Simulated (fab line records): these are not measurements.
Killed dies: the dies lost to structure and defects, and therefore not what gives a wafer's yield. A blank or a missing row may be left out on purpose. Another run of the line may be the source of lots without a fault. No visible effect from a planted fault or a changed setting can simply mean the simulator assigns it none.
A struck lot beside a sound one :: flow sky130 :: 15 out of 708 route steps
Sound: these wafers, L220.1, L220.2, L220.6. The struck wafers were L231.3, L231.4, L231.6. At the end, the cause is stated.
At each step with rows: each side's tool, then ch and its chambers, then its first start. Under that, the readings that differ: sound wafers :: struck wafers :: difference of the means :: sigmas: that difference in standard deviations of wafers without a fault.
alike: readings with means less than 2 such deviations apart, plus words and numbers identical on both sides. not compared: withheld readings, readings lacking a value on some wafer, bounds such as >300 that could conceal the same value, and numbers that have no deviation in the record and whose values overlap.
A row with sigmas, a row that says differs or no value, or rows on one side alone: a step with any of these is where the two part. When numbers do not overlap yet have no deviation, they are printed without sigmas and do not part them. A reading that every wafer of one side lacks parts them only if that side has two wafers or more.

first, 8 steps without rows for these wafers: SKY_FIELD_ISO_DEHYDRATE_05 (time 60 s); SKY_FIELD_ISO_HMDS_06 (prime time 60 s); SKY_FIELD_ISO_COAT_07 (resist thk 60 nm); SKY_FIELD_ISO_COAT_08 (resist thk 450 nm); SKY_FIELD_ISO_SOFTBAKE_09 (time 90 s); SKY_FIELD_ISO_EXPOSE_10 (exposes mask FOM, target cd 150 nm); SKY_FIELD_ISO_PEB_11; SKY_FIELD_ISO_DEVELOP_12 (develop time 60 s).
SKY_FIELD_ISO_CD_MEAS_13: target cd 150 nm.
  sound: cd_sem-01 at day 2 11:01; struck: cd_sem-02 at day 6 01:54
  alike: cd_nm
SKY_FIELD_ISO_ETCH_14: etches BARC in N2/H2, stops on SiO2, time 45.9 s, target depth 60 nm.
  sound on rie_diel-02 ch 1,2,3, day 2 11:08; struck on rie_diel-04 ch 0,1,3, day 6 01:59
  alike: bias_w, drypump_motor_current_A, oes_product_au, throttle_valve_pct
  not compared: rf_hours_counter_h
SKY_FIELD_ISO_ETCH_15: etches the open film in CHF3/O2, stops on Si, target depth 180 nm, time 72 s.
  sound on rie_diel-02 ch 1,2,3, day 2 11:10; struck on rie_diel-04 ch 0,1,3, day 6 02:01
  alike: bias_w, chf3_flow_sccm, drypump_motor_current_A, oes_product_au, throttle_valve_pct
  not compared: rf_hours_counter_h
SKY_FIELD_ISO_STRIP_16: strips in O2/N2.
  sound on plasma_asher-03 ch 0,1, day 2 11:14; struck on plasma_asher-03 ch 0,1, day 6 02:07
  alike: drypump_motor_current_A, oes_product_au, strip_time_to_endpoint_s
  not compared: rf_hours_counter_h
SKY_FIELD_ISO_ETCH_17: etches Si in HBr/Cl2/O2, target depth 342 nm, time 97.7 s.
  sound on rie_si-02 ch 1,2, day 2 11:20; struck on rie_si-02 ch 0,1, day 6 02:13
reading: bias_w (W)
sound: 150.3 149.5 150.1
struck: 168.5 168.4 167.9
difference: +18.3
sigmas: +43

reading: oes_product_au (a.u.)
sound: 1.002 0.977 0.986
struck: 1.012 1.011 1.010
difference: +0.023
sigmas: +3

reading: model.etch.depth_nm (nm)
sound: 342.2 333.2 335.2
struck: 345.6 347.2 346.7
difference: +9.6
sigmas: 

reading: model.FIELD_ISO.feature_depth_nm (nm)
sound: 342.2 333.2 335.2
struck: 345.6 347.2 346.7
difference: +9.6
sigmas: 
  alike: drypump_motor_current_A, throttle_valve_pct
  not compared: rf_hours_counter_h
then, 1 step without rows for these wafers: SKY_FIELD_ISO_WET_ETCH_18 (etches Si3N4 in H3PO4, target depth 25 nm, time 286 s).
-- a jump in the record: the struck wafers' starts before and after are 44 days apart (it breaks off in module FIELD_ISO and resumes in module PAD_OPEN, where the first step shown is number 708 of the route) --
SKY_PAD_OPEN_PROBE_99:
  sound: prober-02 at day 45 21:33; struck: prober-01 at day 49 23:32
reading: model.etest.pfet_16v.r_on_ohm_um
sound: 1.532e+04 1.485e+04 1.48e+04
struck: 1.571e+04 1.584e+04 1.555e+04
difference: +7.100e+02
sigmas: 
  alike: killed_at_M0_to_M3, killed_at_M4_up, killed_at_contacts, killed_at_front_end, killed_at_other, killed_dies, killed_open, killed_short

WHERE THEY PART
SKY_FIELD_ISO_ETCH_17 only, going by this record. Later steps at which nothing parts them and some readings are alike: SKY_PAD_OPEN_PROBE_99.

WHY: what the simulator had put in
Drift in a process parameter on rie_si-02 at SKY_FIELD_ISO_ETCH_17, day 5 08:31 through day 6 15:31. Setting bias_w shifted by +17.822 from 150. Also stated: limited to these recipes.
